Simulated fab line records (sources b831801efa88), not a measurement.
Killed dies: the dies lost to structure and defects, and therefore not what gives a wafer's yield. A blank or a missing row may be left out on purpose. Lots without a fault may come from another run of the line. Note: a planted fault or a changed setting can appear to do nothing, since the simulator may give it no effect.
Lot-split experiment || flow gf180mcu || 5 lots, 23 wafers read, on a route of 602 steps

ON THE SPLIT
At GF_PASSIVATION_STRIP_12 (strips in O2/N2), the setting power-w was moved away from the recipe's 1400 W on 5 of the 23 wafers read, by +6.7% to +7.6%. This setting was run at the recipe's value on the other wafers.

Reading taken at the split's own step.

THE READING
oes-product-au, in a.u., at GF_PASSIVATION_STRIP_12 (strips in O2/N2). Fault-free wafers of this fab line usually give 0.719 a.u., standard deviation 0.0042 a.u.

{"wafer": "L074.1", "tool, chamber at the split": "plasma-asher-04, 0", "power-w as run, W": 1507, "against the recipe": "+7.6%", "oes-product-au, a.u.": 0.757, "against lot-mates on the recipe": "+0.039"}
{"wafer": "L074.2", "tool, chamber at the split": "plasma-asher-04, 1", "power-w as run, W": 1507, "against the recipe": "+7.6%", "oes-product-au, a.u.": 0.752, "against lot-mates on the recipe": "+0.034"}
{"wafer": "L074.3", "tool, chamber at the split": "plasma-asher-04, 1", "power-w as run, W": 1400, "against the recipe": "recipe", "oes-product-au, a.u.": 0.716, "against lot-mates on the recipe": "-"}
{"wafer": "L074.5", "tool, chamber at the split": "plasma-asher-04, 0", "power-w as run, W": 1507, "against the recipe": "+7.6%", "oes-product-au, a.u.": 0.757, "against lot-mates on the recipe": "+0.039"}
{"wafer": "L074.6", "tool, chamber at the split": "plasma-asher-04, 1", "power-w as run, W": 1400, "against the recipe": "recipe", "oes-product-au, a.u.": 0.720, "against lot-mates on the recipe": "-"}
{"wafer": "L077.2", "tool, chamber at the split": "plasma-asher-03, 0", "power-w as run, W": 1494, "against the recipe": "+6.7%", "oes-product-au, a.u.": 0.749, "against lot-mates on the recipe": "+0.030"}
{"wafer": "L077.3", "tool, chamber at the split": "plasma-asher-03, 0", "power-w as run, W": 1400, "against the recipe": "recipe", "oes-product-au, a.u.": 0.722, "against lot-mates on the recipe": "-"}
{"wafer": "L077.4", "tool, chamber at the split": "plasma-asher-03, 1", "power-w as run, W": 1400, "against the recipe": "recipe", "oes-product-au, a.u.": 0.714, "against lot-mates on the recipe": "-"}
{"wafer": "L077.5", "tool, chamber at the split": "plasma-asher-03, 1", "power-w as run, W": 1400, "against the recipe": "recipe", "oes-product-au, a.u.": 0.720, "against lot-mates on the recipe": "-"}
{"wafer": "L077.6", "tool, chamber at the split": "plasma-asher-03, 0", "power-w as run, W": 1494, "against the recipe": "+6.7%", "oes-product-au, a.u.": 0.746, "against lot-mates on the recipe": "+0.027"}
{"wafer": "L079.1", "tool, chamber at the split": "plasma-asher-02, 1", "power-w as run, W": 1400, "against the recipe": "recipe", "oes-product-au, a.u.": 0.717, "against lot-mates on the recipe": "-"}
{"wafer": "L079.2", "tool, chamber at the split": "plasma-asher-02, 0", "power-w as run, W": 1400, "against the recipe": "recipe", "oes-product-au, a.u.": 0.730, "against lot-mates on the recipe": "-"}
{"wafer": "L079.3", "tool, chamber at the split": "plasma-asher-02, 0", "power-w as run, W": 1400, "against the recipe": "recipe", "oes-product-au, a.u.": 0.721, "against lot-mates on the recipe": "-"}
{"wafer": "L079.4", "tool, chamber at the split": "plasma-asher-02, 1", "power-w as run, W": 1400, "against the recipe": "recipe", "oes-product-au, a.u.": 0.726, "against lot-mates on the recipe": "-"}
{"wafer": "L079.5", "tool, chamber at the split": "plasma-asher-02, 0", "power-w as run, W": 1400, "against the recipe": "recipe", "oes-product-au, a.u.": 0.720, "against lot-mates on the recipe": "-"}
{"wafer": "L080.1", "tool, chamber at the split": "plasma-asher-04, 1", "power-w as run, W": 1400, "against the recipe": "recipe", "oes-product-au, a.u.": 0.713, "against lot-mates on the recipe": "-"}
{"wafer": "L080.2", "tool, chamber at the split": "plasma-asher-04, 0", "power-w as run, W": 1400, "against the recipe": "recipe", "oes-product-au, a.u.": 0.720, "against lot-mates on the recipe": "-"}
{"wafer": "L080.3", "tool, chamber at the split": "plasma-asher-04, 1", "power-w as run, W": 1400, "against the recipe": "recipe", "oes-product-au, a.u.": 0.716, "against lot-mates on the recipe": "-"}
{"wafer": "L080.4", "tool, chamber at the split": "plasma-asher-04, 0", "power-w as run, W": 1400, "against the recipe": "recipe", "oes-product-au, a.u.": 0.725, "against lot-mates on the recipe": "-"}
{"wafer": "L080.6", "tool, chamber at the split": "plasma-asher-04, 0", "power-w as run, W": 1400, "against the recipe": "recipe", "oes-product-au, a.u.": 0.718, "against lot-mates on the recipe": "-"}
{"wafer": "L082.1", "tool, chamber at the split": "plasma-asher-04, 0", "power-w as run, W": 1400, "against the recipe": "recipe", "oes-product-au, a.u.": 0.723, "against lot-mates on the recipe": "-"}
{"wafer": "L082.3", "tool, chamber at the split": "plasma-asher-04, 1", "power-w as run, W": 1400, "against the recipe": "recipe", "oes-product-au, a.u.": 0.728, "against lot-mates on the recipe": "-"}
{"wafer": "L082.5", "tool, chamber at the split": "plasma-asher-04, 1", "power-w as run, W": 1400, "against the recipe": "recipe", "oes-product-au, a.u.": 0.723, "against lot-mates on the recipe": "-"}

FIT RESULTS
A straight line over all 23 wafers: oes-product-au changes by +0.00436 a.u. for each +1% of power-w; r = +0.95; the points scatter about the line by 0.0044 a.u.
The same after taking each lot's own level away (the mean of its wafers on the recipe; 23 wafers): +0.00469 a.u. for each +1%; r = +0.97; scatter 0.0037 a.u.
That fit puts the effect of the largest move of power-w on the reading at 0.036 a.u.
The lots' own levels span 0.7180 to 0.7247 a.u., that is 1.6 times the standard deviation above.
Consequently the slope shifts little with the lot-to-lot level, the two slopes agreeing.
Check: +0.0349 a.u. against its lot-mates is what the line predicts for one of the wafers moved furthest among these (+7.6%) when that wafer is left out of the fit. It came out at +0.039 a.u. against them.
Tool readings at the split's step, against how far the setting was moved: oes-product-au r = +0.95; strip-time-to-endpoint-s r = -0.97.

ADDITIONAL SPLITS CARRIED BY THESE WAFERS
These wafers also went through other splits before the reading. Each is held against what the fit with the lots' levels taken away leaves over:
{"other split on the same wafers": "GF_V5_SPUTTER_21 power-w", "wafers away from the commonest value": 6, "r with oes-product-au (lot level and that fit taken away)": "+0.02"}
{"other split on the same wafers": "GF_TOP_METAL_SPUTTER_02 power-w", "wafers away from the commonest value": 4, "r with oes-product-au (lot level and that fit taken away)": -0.22}
{"other split on the same wafers": "GF_TOP_METAL_METAL_ETCH_16 icp-w", "wafers away from the commonest value": 4, "r with oes-product-au (lot level and that fit taken away)": "+0.04"}

THE WHOLE CHAIN: every reading that the file lists as answering this split, in the file's order
{"step": "GF_PASSIVATION_STRIP_12", "what it does": "strips in O2/N2", "reading": "oes-product-au", "change (the file's fit)": "+0.00463 a.u. for each +1% of the setting", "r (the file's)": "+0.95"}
{"step": "GF_PASSIVATION_STRIP_12", "what it does": "strips in O2/N2", "reading": "strip-time-to-endpoint-s", "change (the file's fit)": "withheld for each +1% of the setting", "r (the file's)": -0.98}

FILE'S OWN FIT
oes-product-au changes by +0.00463 a.u. for each +1% of power-w, r = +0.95.
